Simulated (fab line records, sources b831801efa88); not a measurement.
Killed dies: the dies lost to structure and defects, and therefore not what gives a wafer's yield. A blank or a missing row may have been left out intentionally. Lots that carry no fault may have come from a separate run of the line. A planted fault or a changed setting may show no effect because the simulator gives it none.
A lot that was struck, set against a sound lot	flow sky130	37 out of 708 route steps
Sound: these wafers, L470.3, L470.4, L470.6. Struck: wafers L479.1, L479.2, L479.5. The cause comes at the end.
Order at every step that has rows: each side's tool, ch and its chambers, its first start. Under that, the readings that differ: sound wafers	struck wafers	difference of the means	sigmas: that difference in standard deviations of wafers without a fault.
alike: readings whose means differ by less than 2 such deviations, and words and numbers that are the same on both sides. not compared: withheld readings, readings that some wafer has no value for, bounds like >300 that may hide the same value, and numbers for which the record gives no deviation and whose values overlap.
A row with sigmas, a row that says differs or no value, or rows on one side alone: a step with any of these is where the two part. When numbers do not overlap yet have no deviation, they are printed without sigmas and do not part them. A reading that every wafer of one side lacks parts them only if that side has two wafers or more.

first, 10 steps without rows for these wafers: SKY_CAP2M_DEHYDRATE_05 (time 60 s); SKY_CAP2M_HMDS_06 (prime time 60 s); SKY_CAP2M_COAT_07 (resist thk 1140 nm); SKY_CAP2M_SOFTBAKE_08 (time 60 s); SKY_CAP2M_EXPOSE_09 (exposes mask CAP2M, target cd 1000 nm); SKY_CAP2M_PEB_10; SKY_CAP2M_DEVELOP_11 (develop time 60 s); SKY_CAP2M_METAL_ETCH_13 (etches TiN in Cl2/BCl3, stops on SiO2, target depth 220 nm, time 62.9 s); SKY_CAP2M_STRIP_14 (strips in O2/N2); SKY_CAP2M_STRIP_15 (strips in post etch residue remover, time 1200 s).
SKY_CAP2M_CLEAN_16: cleans in IPA, time 180 s.
  sound on wet-bench-03 ch 3, day 42 17:57; struck on wet-bench-03 ch 3, day 45 14:30
then, 25 steps without rows for these wafers: SKY_CAP2M_CLEAN_17 (cleans in O3/DIW); SKY_METAL4_DEHYDRATE_05 (time 60 s); SKY_METAL4_HMDS_06 (prime time 60 s); SKY_METAL4_COAT_07 (resist thk 60 nm); SKY_METAL4_COAT_08 (resist thk 1140 nm); SKY_METAL4_SOFTBAKE_09 (time 90 s); SKY_METAL4_EXPOSE_10 (exposes mask MM4, target cd 300 nm); SKY_METAL4_PEB_11; SKY_METAL4_DEVELOP_12 (develop time 60 s); SKY_METAL4_DESCUM_15 (chemistry O2, time 8 s); SKY_METAL4_ETCH_16 (etches BARC in N2/H2, stops on SiO2, time 88.2 s, target depth 60 nm); SKY_METAL4_ETCH_17 (etches SiO2 in C4F8/O2/Ar, stops on TiN, time 3.9 s, target depth 15 nm); SKY_METAL4_METAL_ETCH_18 (etches the open film in Cl2/BCl3, stops on SiO2, target depth 845 nm, time 183.1 s); SKY_METAL4_STRIP_19 (strips in O2/N2); SKY_METAL4_STRIP_20 (strips in post etch residue remover, time 1200 s); SKY_METAL4_CLEAN_21 (cleans in IPA, time 180 s); SKY_METAL4_CLEAN_22 (cleans in O3/DIW); SKY_VIA4_HDPCVD_00 (deposits SiO2, target thk 1750 nm, time 291.7 s); SKY_VIA4_CMP_02 (polishes SiO2); SKY_VIA4_DEHYDRATE_04 (time 60 s); SKY_VIA4_HMDS_05 (prime time 60 s); SKY_VIA4_COAT_06 (resist thk 1140 nm); SKY_VIA4_SOFTBAKE_07 (time 60 s); SKY_VIA4_EXPOSE_08 (exposes mask VIM4, target cd 800 nm); SKY_VIA4_PEB_09.
-- the record jumps here: 4 days lie between the struck wafers' starts before and after (it left off in module VIA4 and takes up again in module PAD_OPEN, whose first step shown is number 708 of the route) --
SKY_PAD_OPEN_PROBE_99:
  the record has rows for the struck wafers here (prober-01, day 49 23:01) and none for the sound ones

== WHERE THEY PART ==
At SKY_PAD_OPEN_PROBE_99 and nowhere else, as far as this record goes.

WHY: what had been put in by the simulator
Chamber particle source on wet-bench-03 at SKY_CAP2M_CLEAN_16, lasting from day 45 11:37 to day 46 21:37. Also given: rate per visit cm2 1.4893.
